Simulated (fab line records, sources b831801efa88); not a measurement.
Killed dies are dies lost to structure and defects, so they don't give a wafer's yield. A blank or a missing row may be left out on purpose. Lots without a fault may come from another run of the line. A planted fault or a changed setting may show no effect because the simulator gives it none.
fab line records | flow sky130
record lots=4 wafers=12 last_day=49
route steps=708 shown CAPM@539 METAL3@555 VIA3@573 PAD_OPEN@708
lots that met no fault: from a run of the same line without faults
start_h: hours from the record's first day to the start of the lot's first wafer shown | wait_h: hours since the lot's step before | " the same as in the row above | L1.1+2: a row that stands for several wafers | - no value, or no start given | * or withheld: withheld | < > ~ a bound
route shown NAME@n: a module of which the file shows steps, and the number in the route of the first | usual: mean/standard deviation of fault-free wafers | same: alike in all rows | chamber/n: place in a boat | sites: the reading at each site | _std_site: their standard deviation | _edge_site: outer sites' mean less inner sites' | radius_mm: how far each site lies from the wafer's centre | mask NAME#n: copy n | behind: the tool/chamber that last shaped the wafer | hold: why the lot was held/for how many hours/how that ended | device: the transistor (n, p or np) that didn't switch | end of line: the same wafers' tests at the end of the route | a step without rows: its recipe alone | killed: dies lost to structure and defects at the first sort, not the wafer's yield | map: a wafer's dies, x killed, . not, _ none there
set.NAME: the setting as run; set.NAME@STEP: as run at that earlier step | model.NAME: the simulator's own value behind a step, which no gauge read
lots at some steps of the route; a table a step, a row a wafer
## steps
# step SKY_CAPM_SPUTTER_02
# recipe material=TiN target_thk_nm=200 temp_c=300 power_w=6500 time_s=166.7 chamber_pressure_pa=0.4
# step SKY_CAPM_DEHYDRATE_05
# recipe temp_c=200 time_s=60
# step SKY_CAPM_HMDS_06
# recipe prime_time_s=60 prime_temp_c=120
# step SKY_CAPM_COAT_07
# recipe resist=NOVOLAK spin_rpm=3000 resist_thk_nm=1140
# step SKY_CAPM_SOFTBAKE_08
# recipe temp_c=90 time_s=60 resist=NOVOLAK
# step SKY_CAPM_EXPOSE_09
# recipe mask_id=CAPM na=0.6 source_shape=conventional sigma_outer=0.6 polarization=unpolarized target_cd_nm=1000 dose_mj=159
# step SKY_CAPM_PEB_10
# recipe temp_c=withheld time_s=* resist=NOVOLAK
# step SKY_CAPM_DEVELOP_11
# recipe resist=NOVOLAK developer=TMAH develop_time_s=60 dev_temp_c=23
# step SKY_CAPM_METAL_ETCH_13
# recipe target_depth_nm=220 stop_on=SiO2 chemistry=Cl2/BCl3 target=TiN pressure_mtorr=10 icp_w=900 bias_w=48.5 Cl2_flow_sccm=60 bcl3_flow_sccm=30 time_s=62.9
# usual drypump_motor_current_A=5.9/0.53 mfc_cl2_sccm=60.00/0.16 oes_product_au=0.942/0.0074 throttle_valve_pct=21.903/0.01
# columns lot.wafer tool chamber start_h wait_h drypump_motor_current_A mfc_cl2_sccm oes_product_au rf_hours_counter_h throttle_valve_pct
L366.1 rie_metal-02 0 935.31 0.0 5.8 60.18 0.949 1 21.884
L366.2 " 1 " " 6.4 59.83 0.934 10 21.920
L366.6 " 0 " " 5.8 59.83 0.945 - 21.895
L365.1 rie_metal-04 0 936.04 0.0 5.1 59.95 0.940 14 21.900
L365.2 " 1 " " 6.2 59.81 0.933 1 21.914
L365.3 " 0 " " 5.1 59.71 0.948 - 21.917
L372.1 rie_metal-04 1 984.55 0.0 6.1 59.96 0.940 3 21.910
L372.2 " 0 " " 5.1 59.86 0.944 16 21.918
L372.6 " 0 " " 5.1 60.05 0.953 - 21.896
L374.1 rie_metal-04 0 997.50 0.0 5.1 59.99 0.928 17 21.919
L374.2 " 1 " " 6.1 60.09 0.940 4 21.898
L374.4 " 0 " " 5.1 60.07 0.946 - 21.908
# step SKY_CAPM_STRIP_14
# recipe chemistry=O2/N2 power_w=1400 pressure_mtorr=1500 platen_temp_c=withheld o2_flow_sccm=3000 n2_flow_sccm=300 overash_fraction=0.5
# step SKY_CAPM_STRIP_15
# recipe chemistry=post_etch_residue_remover time_s=1200 temp_c=72.5
# step SKY_CAPM_CLEAN_16
# recipe chemistry=IPA time_s=180 temp_c=25
# step SKY_CAPM_CLEAN_17
# recipe chemistry=O3/DIW dry=n2_spin
# step SKY_METAL3_DEHYDRATE_05
# recipe temp_c=200 time_s=60
# step SKY_METAL3_HMDS_06
# recipe prime_time_s=60 prime_temp_c=120
# step SKY_METAL3_COAT_07
# recipe resist=BARC temp_c=withheld time_s=withheld spin_rpm=3000 resist_thk_nm=60
# step SKY_METAL3_COAT_08
# recipe resist=KrF-thick spin_rpm=3000 resist_thk_nm=1140
# step SKY_METAL3_SOFTBAKE_09
# recipe temp_c=100 time_s=90 resist=KrF-thick
# step SKY_METAL3_EXPOSE_10
# recipe mask_id=MM3 na=0.68 source_shape=annular sigma_inner=0.4 sigma_outer=0.8 target_cd_nm=300 dose_mj=28
# step SKY_METAL3_PEB_11
# recipe peb_temp_c=withheld peb_time_s=withheld resist=KrF-thick
# step SKY_METAL3_DEVELOP_12
# recipe develop_time_s=60 resist=KrF-thick dev_temp_c=21
# step SKY_METAL3_DESCUM_15
# recipe chemistry=O2 source_power_w=150 bias_power_w=0 pressure_mtorr=10 temp_c=40 time_s=8
# step SKY_METAL3_ETCH_16
# recipe chemistry=N2/H2 target=BARC ion_energy_ev=200 bias_w=100 pressure_mtorr=30 n2_flow_sccm=100 h2_flow_sccm=200 icp_w=500 stop_on=SiO2 time_s=88.2 target_depth_a=600
# step SKY_METAL3_ETCH_17
# recipe target=SiO2 stop_on=TiN chemistry=C4F8/O2/Ar source_w=1500 bias_w=1200 pressure_mtorr=40 c4f8_flow_sccm=withheld O2_flow_sccm=6 Ar_flow_sccm=300 time_s=3.9 target_depth_a=150
# step SKY_METAL3_METAL_ETCH_18
# recipe target_depth_a=8450 stop_on=SiO2 over_etch_frac=0.3 time_s=183.1 chemistry=Cl2/BCl3 resist_sidewall_deg=88 pressure_mtorr=10 icp_w=900 bias_w=48.5 Cl2_flow_sccm=60 bcl3_flow_sccm=30
# step SKY_METAL3_STRIP_19
# recipe chemistry=O2/N2 power_w=1400 pressure_mtorr=1500 platen_temp_c=withheld o2_flow_sccm=3000 n2_flow_sccm=300 overash_fraction=0.5
# step SKY_METAL3_STRIP_20
# recipe chemistry=post_etch_residue_remover time_s=1200 temp_c=72.5
# step SKY_METAL3_CLEAN_21
# recipe chemistry=IPA time_s=180 temp_c=25
# step SKY_METAL3_CLEAN_22
# recipe chemistry=O3/DIW dry=n2_spin
# step SKY_VIA3_HDPCVD_00
# recipe material=SiO2 target_thk_nm=1635 sigma_open_frac=0.3 time_s=272.5 temp_c=400 sih4_flow_sccm=60 pressure_mtorr=6
# step SKY_VIA3_CMP_02
# recipe material=SiO2 down_force_psi=4 platen_rpm=60 pad_velocity_m_s=0.94248
# step SKY_VIA3_DEHYDRATE_04
# recipe temp_c=200 time_s=60
# step SKY_VIA3_HMDS_05
# recipe prime_time_s=60 prime_temp_c=120
# step SKY_VIA3_COAT_06
# recipe resist=BARC temp_c=withheld time_s=withheld spin_rpm=3000 resist_thk_nm=60
# step SKY_PAD_OPEN_PROBE_99
# usual defect_limited_yield=82.5/1.9 killed_at_M0_to_M3=43/6.7 killed_at_M4_up=3.2/1.9 killed_at_contacts=24/5.9 killed_at_front_end=15/4.1 killed_at_other=0.3/0.56 killed_dies=86/9.5 killed_open=47/7.4 killed_short=39/5.5 sort_bin_3_pad_short=0.8/0.4 sort_bin_5_function=10.4/1.4 sort_bin_6_memory=6.2/1.2 sort_n_pass=406/9.5 sort_yield_pct=82.5/1.9
# same gross_dies=492 killed_at_back_side=0 sort_bin_4_leakage[%]=0 sort_bin_8_speed[%]=0
# columns lot.wafer tool chamber start_h wait_h hold defect_limited_yield[%] killed_at_M0_to_M3 killed_at_M4_up killed_at_contacts killed_at_front_end killed_at_other killed_dies killed_open killed_short sort_bin_3_pad_short[%] sort_bin_5_function[%] sort_bin_6_memory[%] sort_n_pass sort_yield_pct[%] model.etest.tester.sort_n_pass model.etest.tester.sort_yield_pct model.etest.tester.sort_bin_5_pct model.etest.tester.sort_bin_3_pct
L366.1 prober-02 - 1122.95 0.1 - 85.0 35 3 23 13 0 74 50 24 0.4 8.7 5.9 418 85.0 418 84.96 8.74 0.4065
L366.2 prober-02 - 1123.00 0.1 - 82.7 44 4 25 12 0 85 51 34 0.6 9.8 6.9 407 82.7 407 82.72 9.756 0.6098
L366.6 prober-02 - 1123.20 0.2 - 82.5 46 1 22 17 0 86 48 38 0.8 10.2 6.5 406 82.5 406 82.52 10.16 0.813
L365.1 prober-01 - 1124.79 0.1 - 82.7 40 2 20 22 1 85 50 35 0.4 11.0 5.9 407 82.7 407 82.72 10.98 0.4065
L365.2 prober-01 - 1124.84 0.1 - 85.8 37 2 20 11 0 70 35 35 0.4 8.5 5.3 422 85.8 422 85.77 8.537 0.4065
L365.3 prober-01 - 1124.89 0.2 - 81.1 41 1 30 20 1 93 48 45 2.2 11.4 5.3 399 81.1 399 81.1 11.38 2.236
L372.1 prober-01 - 1162.20 0.1 await_dispo/1.0h/release 73.8 32 3 34 10 50 129 35 44 1.8 18.7 5.7 363 73.8 363 73.78 18.7 1.829
L372.2 prober-01 - 1162.25 0.1 await_dispo/1.0h/release 80.7 37 6 37 14 1 95 54 41 0.8 11.8 6.7 397 80.7 397 80.69 11.79 0.813
L372.6 prober-01 - 1162.45 0.2 await_dispo/1.0h/release 85.0 38 3 14 19 0 74 33 41 0.6 10.2 4.3 418 85.0 418 84.96 10.16 0.6098
L374.1 prober-01 - 1170.68 0.1 await_dispo/2.9h/release 83.3 42 4 15 20 1 82 45 37 1.4 11.6 3.7 410 83.3 410 83.33 11.59 1.423
L374.2 prober-01 - 1170.73 0.1 await_dispo/2.9h/release 68.9 59 1 18 12 63 153 50 42 4.1 18.7 8.3 339 68.9 339 68.9 18.7 4.065
L374.4 prober-01 - 1170.83 0.2 await_dispo/2.9h/release 81.7 49 0 22 18 1 90 49 41 0.8 10.0 7.5 402 81.7 402 81.71 9.959 0.813
# killed by level:class
L366.1 VIA1:geometric_particle:open=10 LI_CONTACT:geometric_particle:open=8 CONTACT:geometric_particle:open=8 VIA2:geometric_particle:open=7 METAL1:geometric_particle:short=6 VIA3:geometric_particle:open=5 FIELD_ISO:geometric_particle:open=4 POLY_GATE:geometric_particle:open=4
L366.2 VIA1:geometric_particle:open=11 CONTACT:geometric_particle:open=9 VIA3:geometric_particle:open=6 LI_CONTACT:geometric_particle:open=5 VIA2:geometric_particle:short=5 FIELD_ISO:geometric_particle:open=4 CONTACT:geometric_particle:short=4 VIA1:geometric_particle:short=4
L366.6 VIA3:geometric_particle:open=12 CONTACT:geometric_particle:open=12 VIA1:geometric_particle:short=7 LI_CONTACT:geometric_particle:open=7 METAL2:geometric_particle:short=5 METAL1:geometric_particle:short=5 FIELD_ISO:geometric_particle:short=4 POLY_GATE:geometric_particle:short=4
L365.1 VIA1:geometric_particle:open=13 CONTACT:geometric_particle:open=8 VIA1:geometric_particle:short=8 POLY_GATE:geometric_particle:short=6 LI_CONTACT:geometric_particle:open=6 FIELD_ISO:geometric_particle:open=5 FIELD_ISO:geometric_particle:short=5 VIA2:geometric_particle:open=5
L365.2 CONTACT:geometric_particle:open=9 VIA1:geometric_particle:open=9 VIA3:geometric_particle:open=7 VIA1:geometric_particle:short=5 CONTACT:geometric_particle:short=5 METAL1:geometric_particle:short=4 FIELD_ISO:geometric_particle:short=3 POLY_GATE:geometric_particle:short=3
L365.3 LI_CONTACT:geometric_particle:open=12 CONTACT:geometric_particle:open=7 VIA1:geometric_particle:open=7 FIELD_ISO:geometric_particle:short=6 FIELD_ISO:geometric_particle:open=6 METAL2:geometric_particle:short=6 VIA3:geometric_particle:open=5 LI_CONTACT:geometric_particle:short=5
L372.1 CAPM:unspecified=50 CONTACT:geometric_particle:short=11 LOCAL_INTERCONNECT:geometric_particle:short=7 CONTACT:geometric_particle:open=7 VIA1:geometric_particle:open=7 METAL2:geometric_particle:short=6 VIA3:geometric_particle:open=6 LI_CONTACT:geometric_particle:open=5
L372.2 CONTACT:geometric_particle:open=17 LI_CONTACT:geometric_particle:open=8 VIA1:geometric_particle:open=8 VIA3:geometric_particle:open=5 POLY_GATE:geometric_particle:short=4 LI_CONTACT:geometric_particle:short=4 VIA2:geometric_particle:open=4 METAL4:geometric_particle:short=4
L372.6 VIA3:geometric_particle:short=6 POLY_GATE:geometric_particle:open=6 VIA1:geometric_particle:open=6 POLY_GATE:geometric_particle:short=5 CONTACT:geometric_particle:open=5 METAL2:geometric_particle:short=5 VIA3:geometric_particle:open=4 CONTACT:geometric_particle:short=4
L374.1 VIA1:geometric_particle:open=12 POLY_GATE:geometric_particle:short=7 VIA2:geometric_particle:open=7 CONTACT:geometric_particle:open=6 METAL1:geometric_particle:short=5 CONTACT:geometric_particle:short=5 POLY_GATE:geometric_particle:open=4 VIA1:geometric_particle:short=4
L374.2 CAPM:unspecified=61 VIA1:geometric_particle:open=11 VIA3:geometric_particle:open=9 LI_CONTACT:geometric_particle:open=8 METAL3:geometric_particle:short=8 METAL1:geometric_particle:short=7 VIA2:geometric_particle:open=6 CONTACT:geometric_particle:open=5
L374.4 VIA2:geometric_particle:open=9 CONTACT:geometric_particle:open=9 POLY_GATE:geometric_particle:short=7 LI_CONTACT:geometric_particle:open=6 METAL1:geometric_particle:short=6 METAL2:geometric_particle:short=6 VIA3:geometric_particle:open=5 VIA1:geometric_particle:open=5
# map L372.1 (x killed, . not)
__________..xx......_________
________..........xx.._______
______...x...x.......x.x_____
_____x..x...........x....____
____x..x.x....xx..x..x..xx___
___.x.x..xx................__
__..........xx....x........._
_..x..........x..x...........
_.......xx...x........x......
_..xxx......xx...............
_.x................x.......x.
_.....xx..xx.x...............
_......xxxxxxxx......x.......
_x..xxxxxxxxxx.....x.x..x....
_.....xxxxxxxx.....x.........
__.xxxxxxxxxxx..........x..._
___..xxxxxxx.xxx....x..x.x.__
____x..xxxxxxxx.x........x___
_____.....xx......xx..x..____
______.x.........x....x._____
________x....xx....x.._______
__________...x...x.._________
# map L374.2 (x killed, . not)
__________x.x......._________
________....x.......x._______
______.x.....xx.x.x....._____
_____........x....x......____
____........x.......x.....___
___x....xxx.x.......x.....x__
__.x..x....x.x.......x.x..x._
_.............x....x...xx...x
_.........x.x.x.x..x.xx...xx.
_...x...xx..x....x.....x....x
_.x............x.............
_x....x....x.x.xx...x..xx...x
_....x.xxxxxxxx.x...x...x....
_.....xxxxxxxxx....x.........
_..x.xxxxxxxxxxx..xxx....xxxx
__.xxxxxxxxxxxx.x.........x._
___.xxxxxxxxxx...x.x.......__
____.x...xxx.x.x.x...x.x..___
_____..xxxxxx.........xx.____
______xxx....x...x....x._____
________.x.....x.x...._______
__________.........._________
## key
first_sign step=SKY_PAD_OPEN_PROBE_99 reading=killed_at_other direction=up sigmas=56 usual=0.3 struck=56.5
effect step=SKY_PAD_OPEN_PROBE_99 reading=sort_bin_5_function direction=up sigmas=6 usual=10.4 struck=18.7
model_effect step=SKY_PAD_OPEN_PROBE_99 value=etest.tester.sort_n_pass without=399 struck=351
met_at SKY_CAPM_METAL_ETCH_13
struck_wafers L372.1,L374.2
onset_between 936.04 984.55
fault kind=chamber_particle_source tool=rie_metal-04 chamber=1 onset_h=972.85 steps=SKY_CAPM_METAL_ETCH_13 rate_per_visit_cm2=1.0515 end_h=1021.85
